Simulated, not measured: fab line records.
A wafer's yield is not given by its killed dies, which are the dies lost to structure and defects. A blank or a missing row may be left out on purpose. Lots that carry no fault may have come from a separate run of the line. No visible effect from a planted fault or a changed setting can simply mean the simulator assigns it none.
Struck lot and sound lot, side by side + flow sky130 + 14 out of 708 route steps
Sound: wafers L408.1, L408.2, L408.6. The struck wafers were L415.1, L415.3, L415.6. The cause is named last.
Per side, at each step with rows, come the tool, then ch with its chambers, and then its first start. Under that, the readings that differ: sound wafers + struck wafers + difference of the means + sigmas: that difference in standard deviations of wafers without a fault.
alike: words and numbers the same on both sides, and readings whose means are apart by under 2 such deviations; not compared: readings that were withheld, readings missing a value for some wafer, numbers with overlapping values and no deviation given by the record, and bounds like >300 which may hide the same value.
Wherever a step has rows on one side only, a row that says differs or no value, or a row with sigmas, the two part there. Numbers that don't overlap but have no deviation are shown without sigmas and don't part them. A reading that every wafer of one side lacks parts them only if that side has two wafers or more.

SKY_NWELL_RS_MEAS_31: measures by four-point-probe.
  struck on film metro-03, day 8 08:47; sound on film metro-04, day 6 13:04
| reading          | sound          | struck         | difference | sigmas |
|------------------|----------------|----------------|------------|--------|
| PWDE_RS (ohm/sq) | 5309 5310 5282 | 5272 5265 5236 | -43        | -2     |
then, 7 steps without rows for these wafers: SKY_VT_ADJUST_HVTP_DEHYDRATE_00 (time 60 s); SKY_VT_ADJUST_HVTP_HMDS_01 (prime time 60 s); SKY_VT_ADJUST_HVTP_COAT_02 (resist thk 1140 nm); SKY_VT_ADJUST_HVTP_SOFTBAKE_03 (time 60 s); SKY_VT_ADJUST_HVTP_EXPOSE_04 (exposes mask HVTPM, target cd 380 nm); SKY_VT_ADJUST_HVTP_PEB_05; SKY_VT_ADJUST_HVTP_DEVELOP_06 (develop time 60 s).
SKY_VT_ADJUST_HVTP_CD_MEAS_07: the cd target is 380 nm.
  struck on cd sem-01, day 9 05:48; sound on cd sem-02, day 7 08:13
| reading    | sound             | struck            | difference | sigmas |
|------------|-------------------|-------------------|------------|--------|
| cd nm (nm) | 376.5 377.0 376.6 | 383.7 383.0 385.3 | +7.3       | +3     |
SKY_VT_ADJUST_HVTP_OVL_MEAS_08:
  struck on overlay-01, day 9 05:55; sound on overlay-02, day 7 08:20
  alike: VT_ADJUST_HVTP_OVL
next, for these wafers, 1 step has no rows: SKY_VT_ADJUST_HVTP_IMPLANT_09.
SKY_VT_ADJUST_HVTP_STRIP_10: strips in O2/N2.
  sound on plasma asher-02 ch 0,1, day 7 08:32; struck on plasma asher-02 ch 0,1, day 9 06:07
| reading                        | sound                | struck               | difference | sigmas      |
|--------------------------------|----------------------|----------------------|------------|-------------|
| chamber pressure mTorr (mTorr) | 1499.4 1499.6 1500.9 | 1198.5 1200.2 1200.8 | -300.1     | -99 or more |
| oes product au (a.u.)          | 0.719 0.721 0.717    | 0.673 0.673 0.683    | -0.043     | -11         |
| strip time to endpoint s (s)   | 14.18 14.24 14.23    | 15.37 15.38 15.35    | +1.15      | +29         |
  alike: drypump motor current A
  not compared: rf hours counter h
SKY_VT_ADJUST_HVTP_TW_MEAS_11:
  struck on film metro-03, day 9 06:13; sound on film metro-01, day 7 08:38
  alike: VT_ADJUST_HVTP_TW
-- here the record skips 39 days between the struck wafers' starts before and after, leaving off in module VT_ADJUST_HVTP and picking up in module PAD_OPEN (first step shown: number 708 of the route) --
SKY_PAD_OPEN_PROBE_99:
  struck on prober-01, day 48 17:27; sound on prober-02, day 47 01:34
  alike: killed_at_M0_to_M3, killed_at_M4_up, killed at contacts, killed at front end, killed at other, killed dies, killed open, killed short

== WHERE THEY PART ==
Earliest at SKY_NWELL_RS_MEAS_31; latest, in this record, at SKY_VT_ADJUST_HVTP_STRIP_10. Later steps at which nothing parts them and some readings are alike: SKY_VT_ADJUST_HVTP_TW_MEAS_11, SKY_PAD_OPEN_PROBE_99.

WHY: what the simulator had put in
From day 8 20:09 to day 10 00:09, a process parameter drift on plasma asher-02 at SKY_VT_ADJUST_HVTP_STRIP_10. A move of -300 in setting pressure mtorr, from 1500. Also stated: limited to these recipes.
